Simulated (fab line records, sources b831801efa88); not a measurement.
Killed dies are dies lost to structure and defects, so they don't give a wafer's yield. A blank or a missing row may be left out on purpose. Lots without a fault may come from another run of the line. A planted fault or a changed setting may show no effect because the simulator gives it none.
fab line records | flow sky130
record lots=10 wafers=30 last_day=50
route steps=708 shown POLY_GATE@229 LDD_LDN@302 SPACER@306 SD_P@329 PAD_OPEN@708
lots that met no fault: from a run of the same line without faults
start_h: hours from the record's first day to the start of the lot's first wafer shown | wait_h: hours since the lot's step before | " the same as in the row above | L1.1+2: a row that stands for several wafers | - no value, or no start given | * or withheld: withheld | < > ~ a bound
route shown NAME@n: a module of which the file shows steps, and the number in the route of the first | usual: mean/standard deviation of fault-free wafers | same: alike in all rows | chamber/n: place in a boat | sites: the reading at each site | _std_site: their standard deviation | _edge_site: outer sites' mean less inner sites' | radius_mm: how far each site lies from the wafer's centre | mask NAME#n: copy n | behind: the tool/chamber that last shaped the wafer | hold: why the lot was held/for how many hours/how that ended | device: the transistor (n, p or np) that didn't switch | end of line: the same wafers' tests at the end of the route | a step without rows: its recipe alone | killed: dies lost to structure and defects at the first sort, not the wafer's yield | map: a wafer's dies, x killed, . not, _ none there
set.NAME: the setting as run; set.NAME@STEP: as run at that earlier step | model.NAME: the simulator's own value behind a step, which no gauge read
steps of the route over a sample of lots; a table a step, a row a wafer
services: from which hour (start_h, from the record's first day; less than 0 if before it) a tool's chamber was out of use, for how many hours, and why
## steps
# step SKY_POLY_GATE_ETCH_15
# recipe chemistry=N2/H2 target=BARC ion_energy_ev=200 source_w=500 bias_w=100 pressure_mtorr=30 n2_flow_sccm=100 h2_flow_sccm=200 stop_on=SiO2 time_s=118.5 target_depth_a=1100
# usual drypump_motor_current_A=5.6/0.47 oes_product_au=0.716/0.0045 throttle_valve_pct=13.212/0.0083
# columns lot.wafer tool chamber start_h wait_h drypump_motor_current_A oes_product_au rf_hours_counter_h throttle_valve_pct
L252.1 rie_diel-03 1 390.64 0.0 5.5 0.712 51 13.218
L252.2 " 0 " " 5.9 0.714 10 13.201
L252.3 " 2 " " 5.4 0.723 6 13.209
L255.2 rie_diel-01 0 413.74 0.0 5.1 0.707 83 13.211
L255.3 " 2 " " 5.4 0.714 83 13.204
L255.6 " 0 " " 5.2 0.718 - 13.208
L259.1 rie_diel-01 3 468.19 0.0 6.0 0.720 7 13.205
L259.4 " 2 " " 5.3 0.718 84 13.213
L259.6 " 1 " " 6.5 0.716 - 13.215
L260.1 rie_diel-02 2 469.34 0.0 5.3 0.719 4 13.213
L260.2 " 3 " " 5.2 0.719 53 13.214
L260.4 " 0 " " 5.1 0.716 9 13.196
L261.3 rie_diel-02 1 474.73 0.0 6.3 0.712 91 13.210
L261.5 " 3 " " 5.2 0.715 - 13.203
L261.6 " 1 " " 6.3 0.721 - 13.199
L266.1 rie_diel-02 3 512.08 0.0 5.3 0.710 54 13.216
L266.2 " 0 " " 5.1 0.721 10 13.203
L266.6 " 2 " " 5.3 0.721 - 13.213
L267.1 rie_diel-02 3 526.31 0.0 5.2 0.710 54 13.218
L267.3 " 0 " " 5.1 0.716 10 13.210
L267.6 " 2 " " 5.2 0.722 - 13.223
L269.1 rie_diel-03 0 538.14 0.0 5.9 0.715 13 13.211
L269.3 " 1 " " 5.4 0.719 53 13.207
L269.6 " 2 " " 5.5 0.711 - 13.211
L270.4 rie_diel-01 3 542.10 0.1 6.1 0.720 - 13.220
L270.5 " 1 " " 6.4 0.724 - 13.218
L270.6 " 2 " " 5.3 0.712 - 13.223
L272.4 rie_diel-03 0 579.84 0.0 5.8 0.708 14 13.209
L272.5 " 0 " " 5.8 0.719 - 13.207
L272.6 " 3 " " 5.9 0.723 - 13.204
# step SKY_LDD_LDN_TW_MEAS_13
# usual LDD_LDN_TW=1476/17
# columns lot.wafer tool chamber start_h wait_h LDD_LDN_TW
L252.1 film_metro-01 - 551.19 0.1 1476
L252.2 " - " " 1475
L252.3 " - " " 1468
L255.2 film_metro-01 - 571.87 0.1 1476
L255.3 " - " " 1476
L255.6 " - " " 1476
L259.1 film_metro-02 - 624.31 0.1 1464
L259.4 " - " " 1472
L259.6 " - " " 1467
L260.1 film_metro-02 - 624.69 0.1 1466
L260.2 " - " " 1471
L260.4 " - " " 1464
L261.3 film_metro-01 - 630.46 0.1 1466
L261.5 " - " " 1468
L261.6 " - " " 1467
L266.1 film_metro-02 - 664.91 0.1 1467
L266.2 " - " " 1461
L266.6 " - " " 1468
L267.1 film_metro-02 - 678.56 0.1 1465
L267.3 " - " " 1479
L267.6 " - " " 1469
L269.1 film_metro-01 - 690.36 0.1 1465
L269.3 " - " " 1468
L269.6 " - " " 1468
L270.4 film_metro-02 - 692.24 0.1 1472
L270.5 " - " " 1466
L270.6 " - " " 1466
L272.4 film_metro-02 - 726.64 0.1 1466
L272.5 " - " " 1455
L272.6 " - " " 1460
# step SKY_SPACER_ETCHBACK_02
# recipe chemistry=CH3F/O2 target=Si3N4 stop_on=SiO2 source_w=400 bias_w=80 pressure_mtorr=25 ch3f_flow_sccm=40 O2_flow_sccm=30 time_s=46.7 target_depth_a=450
# usual drypump_motor_current_A=5.5/0.37 oes_product_au=0.855/0.006 throttle_valve_pct=10.562/0.0093
# columns lot.wafer tool chamber start_h wait_h drypump_motor_current_A oes_product_au rf_hours_counter_h throttle_valve_pct
L252.1 rie_diel-03 3 552.62 0.1 5.9 0.857 29 10.556
L252.2 " 0 " " 5.8 0.846 13 10.557
L252.3 " 1 " " 5.4 0.851 53 10.548
L255.2 rie_diel-03 2 573.23 0.0 5.4 0.854 9 10.550
L255.3 " 3 " " 5.9 0.856 29 10.576
L255.6 " 1 " " 5.5 0.849 - 10.551
L259.1 rie_diel-04 1 625.68 0.1 5.3 0.861 6 10.562
L259.4 " 0 " " 5.2 0.857 4 10.570
L259.6 " 1 " " 5.3 0.860 - 10.564
L260.1 rie_diel-03 2 626.89 0.1 5.4 0.859 10 10.551
L260.2 " 1 " " 5.5 0.863 55 10.548
L260.4 " 3 " " 5.9 0.852 30 10.572
L261.3 rie_diel-03 1 631.81 0.0 5.4 0.848 55 10.547
L261.5 " 1 " " 5.4 0.849 - 10.562
L261.6 " 0 " " 5.8 0.852 - 10.556
L266.1 rie_diel-01 2 666.89 0.1 5.3 0.845 2 10.574
L266.2 " 1 " " 6.5 0.856 13 10.583
L266.6 " 3 " " 6.1 0.846 - 10.568
L267.1 rie_diel-01 0 679.94 0.1 5.1 0.850 3 10.543
L267.3 " 2 " " 5.3 0.849 3 10.567
L267.6 " 2 " " 5.3 0.847 - 10.550
L269.1 rie_diel-01 1 695.46 0.1 6.4 0.849 13 10.561
L269.3 " 0 " " 5.2 0.858 3 10.573
L269.6 " 2 " " 5.3 0.855 - 10.556
L270.4 rie_diel-03 0 695.48 0.0 5.8 0.860 - 10.552
L270.5 " 3 " " 5.9 0.858 - 10.585
L270.6 " 2 " " 5.5 0.859 - 10.554
L272.4 rie_diel-03 2 730.92 0.0 5.4 0.850 13 10.571
L272.5 " 3 " " 5.9 0.857 - 10.557
L272.6 " 0 " " 5.8 0.850 - 10.549
# step SKY_SD_P_IMPLANT_09
# recipe species=BF2 energy_kev=20 dose_cm2=3e+15 tilt_deg=0
# usual beam_energy_keV=19.999/0.0068
# columns lot.wafer tool chamber start_h wait_h beam_energy_keV
L252.1 implanter-01 0 612.26 0.0 19.995
L252.2 " 0 " " 20.002
L252.3 " 0 " " 20.003
L255.2 implanter-04 0 632.85 0.0 19.997
L255.3 " 0 " " 20.002
L255.6 " 0 " " 19.995
L259.1 implanter-04 0 682.33 0.0 20.006
L259.4 " 0 " " 20.014
L259.6 " 0 " " 19.994
L260.1 implanter-03 0 684.39 0.0 19.990
L260.2 " 0 " " 19.992
L260.4 " 0 " " 19.994
L261.3 implanter-01 0 690.01 0.1 20.012
L261.5 " 0 " " 20.006
L261.6 " 0 " " 20.008
L266.1 implanter-03 0 722.93 0.0 20.000
L266.2 " 0 " " 20.008
L266.6 " 0 " " 20.005
L267.1 implanter-01 0 736.46 0.0 25.979
L267.3 " 0 " " 25.980
L267.6 " 0 " " 25.958
L269.1 implanter-01 0 751.73 0.0 25.967
L269.3 " 0 " " 25.970
L269.6 " 0 " " 25.974
L270.4 implanter-04 0 751.84 0.1 20.004
L270.5 " 0 " " 20.007
L270.6 " 0 " " 19.993
L272.4 implanter-04 0 784.75 0.1 20.003
L272.5 " 0 " " 20.002
L272.6 " 0 " " 19.984
# step SKY_SD_P_STRIP_10
# recipe chemistry=O2/N2 power_w=1400 pressure_mtorr=1500 platen_temp_c=withheld o2_flow_sccm=3000 n2_flow_sccm=300 overash_fraction=0.5
# usual drypump_motor_current_A=6.2/0.35 oes_product_au=0.618/0.0045 strip_time_to_endpoint_s=17.48/0.035
# columns lot.wafer tool chamber start_h wait_h drypump_motor_current_A oes_product_au rf_hours_counter_h strip_time_to_endpoint_s
L252.1 plasma_asher-04 0 612.41 0.1 6.6 0.623 93 17.50
L252.2 " 1 " " 5.8 0.619 93 17.46
L252.3 " 0 " " 6.6 0.618 - 17.51
L255.2 plasma_asher-01 1 632.98 0.1 5.8 0.616 53 17.48
L255.3 " 1 " " 5.8 0.624 - 17.50
L255.6 " 1 " " 5.8 0.619 - 17.48
L259.1 plasma_asher-01 1 682.48 0.1 5.8 0.621 58 17.45
L259.4 " 1 " " 5.8 0.614 - 17.47
L259.6 " 1 " " 5.8 0.615 - 17.47
L260.1 plasma_asher-01 0 684.54 0.1 6.6 0.622 58 17.54
L260.2 " 1 " " 5.8 0.626 58 17.50
L260.4 " 0 " " 6.6 0.613 - 17.48
L261.3 plasma_asher-01 1 690.14 0.1 5.8 0.622 - 17.48
L261.5 " 0 " " 6.6 0.612 - 17.47
L261.6 " 1 " " 5.8 0.613 - 17.45
L266.1 plasma_asher-03 0 723.08 0.1 6.0 0.621 29 17.42
L266.2 " 1 " " 6.2 0.620 29 17.42
L266.6 " 0 " " 5.9 0.615 - 17.45
L267.1 plasma_asher-01 0 736.61 0.1 6.7 0.594 63 18.37
L267.3 " 0 " " 6.6 0.595 - 18.36
L267.6 " 0 " " 6.6 0.590 - 18.38
L269.1 plasma_asher-01 1 751.88 0.1 5.8 0.592 65 18.38
L269.3 " 1 " " 5.8 0.599 - 18.40
L269.6 " 0 " " 6.6 0.602 - 18.37
L270.4 plasma_asher-04 0 751.95 0.1 6.6 0.619 - 17.52
L270.5 " 1 " " 5.8 0.614 - 17.56
L270.6 " 0 " " 6.6 0.618 - 17.53
L272.4 plasma_asher-03 0 784.86 0.1 6.0 0.623 - 17.47
L272.5 " 0 " " 6.0 0.613 - 17.50
L272.6 " 1 " " 6.2 0.619 - 17.49
# step SKY_SD_P_TW_MEAS_11
# usual SD_P_TW=2846/34
# columns lot.wafer tool chamber start_h wait_h SD_P_TW
L252.1 film_metro-01 - 612.51 0.1 2796
L252.2 " - " " 2801
L252.3 " - " " 2794
L255.2 film_metro-04 - 633.09 0.1 2873
L255.3 " - " " 2860
L255.6 " - " " 2858
L259.1 film_metro-04 - 682.58 0.1 2869
L259.4 " - " " 2877
L259.6 " - " " 2869
L260.1 film_metro-04 - 684.64 0.1 2884
L260.2 " - " " 2871
L260.4 " - " " 2878
L261.3 film_metro-04 - 690.23 0.1 2851
L261.5 " - " " 2866
L261.6 " - " " 2859
L266.1 film_metro-03 - 723.18 0.1 2839
L266.2 " - " " 2837
L266.6 " - " " 2832
L267.1 film_metro-01 - 736.71 0.1 3002
L267.3 " - " " 3022
L267.6 " - " " 3011
L269.1 film_metro-01 - 751.98 0.1 3025
L269.3 " - " " 3029
L269.6 " - " " 3013
L270.4 film_metro-04 - 752.04 0.1 2888
L270.5 " - " " 2898
L270.6 " - " " 2882
L272.4 film_metro-04 - 784.96 0.1 2880
L272.5 " - " " 2892
L272.6 " - " " 2872
# step SKY_SD_N_RS_MEAS_17
# recipe thk_meas_gauge=four-point-probe
# usual SD_P_RS=147.2/0.44
# columns lot.wafer tool chamber start_h wait_h SD_P_RS[ohm/sq]
L252.1 film_metro-03 - 671.13 0.1 147.1
L252.2 " - " " 147.2
L252.3 " - " " 146.8
L255.2 film_metro-04 - 692.15 0.1 146.9
L255.3 " - " " 146.8
L255.6 " - " " 146.6
L259.1 film_metro-04 - 739.46 0.1 146.8
L259.4 " - " " 147.1
L259.6 " - " " 146.5
L260.1 film_metro-04 - 741.03 0.1 146.7
L260.2 " - " " 146.5
L260.4 " - " " 146.1
L261.3 film_metro-01 - 746.64 0.1 147.7
L261.5 " - " " 147.1
L261.6 " - " " 147.4
L266.1 film_metro-01 - 779.48 0.1 147.7
L266.2 " - " " 147.5
L266.6 " - " " 147.7
L267.1 film_metro-01 - 792.08 0.1 129.8
L267.3 " - " " 129.8
L267.6 " - " " 129.8
L269.1 film_metro-03 - 807.08 0.1 129.3
L269.3 " - " " 129.2
L269.6 " - " " 129.1
L270.4 film_metro-04 - 808.18 0.1 146.3
L270.5 " - " " 146.2
L270.6 " - " " 146.4
L272.4 film_metro-01 - 840.04 0.1 147.0
L272.5 " - " " 147.2
L272.6 " - " " 147.4
# step SKY_PAD_OPEN_PROBE_99
# usual killed_at_M0_to_M3=44/7.4 killed_at_M4_up=3.0/1.8 killed_at_contacts=24/5.1 killed_at_front_end=15/4.3 killed_at_other=0.3/0.54 killed_dies=86/9.9 killed_on_rim=17/3.9 killed_open=47/7.1 killed_short=38/6.7
# same gross_dies=492 killed_at_back_side=0
# columns lot.wafer tool chamber start_h wait_h killed_at_M0_to_M3 killed_at_M4_up killed_at_contacts killed_at_front_end killed_at_other killed_dies killed_on_rim killed_open killed_short
L259.1 prober-01 - 1143.98 0.1 55 4 23 12 1 95 21 53 42
L259.4 prober-01 - 1144.13 0.2 34 5 30 14 1 84 11 38 46
L259.6 prober-01 - 1144.23 0.2 47 1 22 11 0 81 18 48 33
L260.1 prober-02 - 1145.75 0.1 38 2 22 12 0 74 11 41 33
L260.2 prober-02 - 1145.80 0.1 41 2 20 11 0 74 13 37 37
L260.4 prober-02 - 1145.90 0.2 51 4 24 14 0 93 20 49 44
L261.3 prober-01 - 1149.58 0.2 43 2 29 19 0 93 14 53 40
L261.5 prober-01 - 1149.68 0.2 48 3 25 11 0 87 17 43 44
L261.6 prober-01 - 1149.73 0.2 43 7 23 19 1 93 17 54 39
# killed by level:class
L259.1 CONTACT:geometric_particle:open=11 VIA1:geometric_particle:short=9 VIA1:geometric_particle:open=9 METAL1:geometric_particle:short=8 VIA3:geometric_particle:open=7 METAL2:geometric_particle:short=6 VIA2:geometric_particle:open=6 LI_CONTACT:geometric_particle:open=5
L259.4 CONTACT:geometric_particle:open=10 LI_CONTACT:geometric_particle:short=8 FIELD_ISO:geometric_particle:short=7 METAL1:geometric_particle:short=7 VIA3:geometric_particle:open=6 CONTACT:geometric_particle:short=5 FIELD_ISO:geometric_particle:open=4 LI_CONTACT:geometric_particle:open=4
L259.6 VIA1:geometric_particle:open=12 VIA2:geometric_particle:open=10 LI_CONTACT:geometric_particle:open=8 CONTACT:geometric_particle:open=7 POLY_GATE:geometric_particle:short=6 METAL1:geometric_particle:short=6 VIA1:geometric_particle:short=5 VIA3:geometric_particle:open=5
L260.1 VIA2:geometric_particle:open=8 LI_CONTACT:geometric_particle:open=7 CONTACT:geometric_particle:open=7 METAL2:geometric_particle:short=7 VIA1:geometric_particle:short=6 VIA3:geometric_particle:open=6 LOCAL_INTERCONNECT:geometric_particle:short=5 VIA1:geometric_particle:open=5
L260.2 VIA1:geometric_particle:open=10 LI_CONTACT:geometric_particle:open=7 VIA2:geometric_particle:open=6 POLY_GATE:geometric_particle:short=5 VIA1:geometric_particle:short=5 POLY_GATE:geometric_particle:open=4 VIA2:geometric_particle:short=4 LOCAL_INTERCONNECT:geometric_particle:short=4
L260.4 VIA1:geometric_particle:open=13 VIA2:geometric_particle:open=8 LI_CONTACT:geometric_particle:short=7 CONTACT:geometric_particle:short=6 CONTACT:geometric_particle:open=6 METAL1:geometric_particle:short=6 POLY_GATE:geometric_particle:open=5 METAL2:geometric_particle:short=5
L261.3 VIA1:geometric_particle:open=12 CONTACT:geometric_particle:open=10 METAL2:geometric_particle:short=7 LI_CONTACT:geometric_particle:open=6 VIA3:geometric_particle:open=6 FIELD_ISO:geometric_particle:short=4 LI_CONTACT:geometric_particle:short=4 VIA1:geometric_particle:short=4
L261.5 CONTACT:geometric_particle:open=12 METAL1:geometric_particle:short=10 VIA1:geometric_particle:open=8 VIA1:geometric_particle:short=7 METAL2:geometric_particle:short=6 VIA2:geometric_particle:open=6 VIA3:geometric_particle:open=5 LOCAL_INTERCONNECT:geometric_particle:short=4
L261.6 VIA1:geometric_particle:open=12 VIA2:geometric_particle:open=11 LI_CONTACT:geometric_particle:open=7 CONTACT:geometric_particle:open=7 FIELD_ISO:geometric_particle:open=5 POLY_GATE:geometric_particle:short=5 LOCAL_INTERCONNECT:geometric_particle:short=4 VIA3:geometric_particle:open=4
## services
# columns tool chamber start_h hours kind
rie_diel-01 1 378.22 3.2 repair
implanter-01 - 384.53 6.7 pm
rie_diel-01 0 385.46 15.7 repair
rie_diel-03 1 397.16 7.1 repair
implanter-01 - 419.65 0.6 repair
implanter-01 - 420.82 1.7 repair
rie_diel-03 1 420.92 3.5 repair
implanter-01 - 425.23 2.1 repair
rie_diel-02 0 425.87 2.5 repair
rie_diel-01 0 442.91 6.5 repair
rie_diel-02 2 470.62 9.8 repair
plasma_asher-01 - 480.85 14.6 pm
implanter-01 - 484.17 0.9 repair
implanter-04 - 496.50 1.4 repair
rie_diel-02 2 502.55 3.9 repair
rie_diel-03 2 594.05 8.4 repair
rie_diel-01 0 627.78 9.8 repair
plasma_asher-01 - 643.15 0.6 repair
rie_diel-01 1 705.42 7.0 repair
rie_diel-01 - 721.15 14.6 pm
rie_diel-03 0 731.44 5.1 repair
rie_diel-01 1 753.49 3.2 repair
rie_diel-01 0 779.57 4.4 repair
plasma_asher-01 - 781.06 15.6 pm
## key
first_sign step=SKY_SD_P_IMPLANT_09 reading=beam_energy_keV direction=up sigmas=99+ usual=* struck=*
effect step=SKY_SD_P_STRIP_10 reading=strip_time_to_endpoint_s direction=up sigmas=26 usual=* struck=*
effect step=SKY_SD_P_TW_MEAS_11 reading=SD_P_TW direction=up sigmas=5 usual=2846 struck=3017
effect step=SKY_SD_N_RS_MEAS_17 reading=SD_P_RS direction=down sigmas=40 usual=147.2 struck=129.5
met_at SKY_SD_P_IMPLANT_09
struck_lots L267,L269
tester_left_out L267,L269
not_acting_at SKY_POLY_GATE_ETCH_15,SKY_LDD_LDN_TW_MEAS_13,SKY_SPACER_ETCHBACK_02
onset_between 690.01 736.46
fault kind=process_parameter_drift tool=implanter-01 chamber=- onset_h=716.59 steps=SKY_SD_P_IMPLANT_09 channel=energy_kev offset=* shape=step end_h=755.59 acts_in=* stated=*
# tester_left_out: of these lots the tester's yield and bins aren't shown, on N5 and GAA mostly nor the transistor test; their killed dies are dies lost to structure and defects alone, not to doping, threshold or leakage, so they don't give the yield
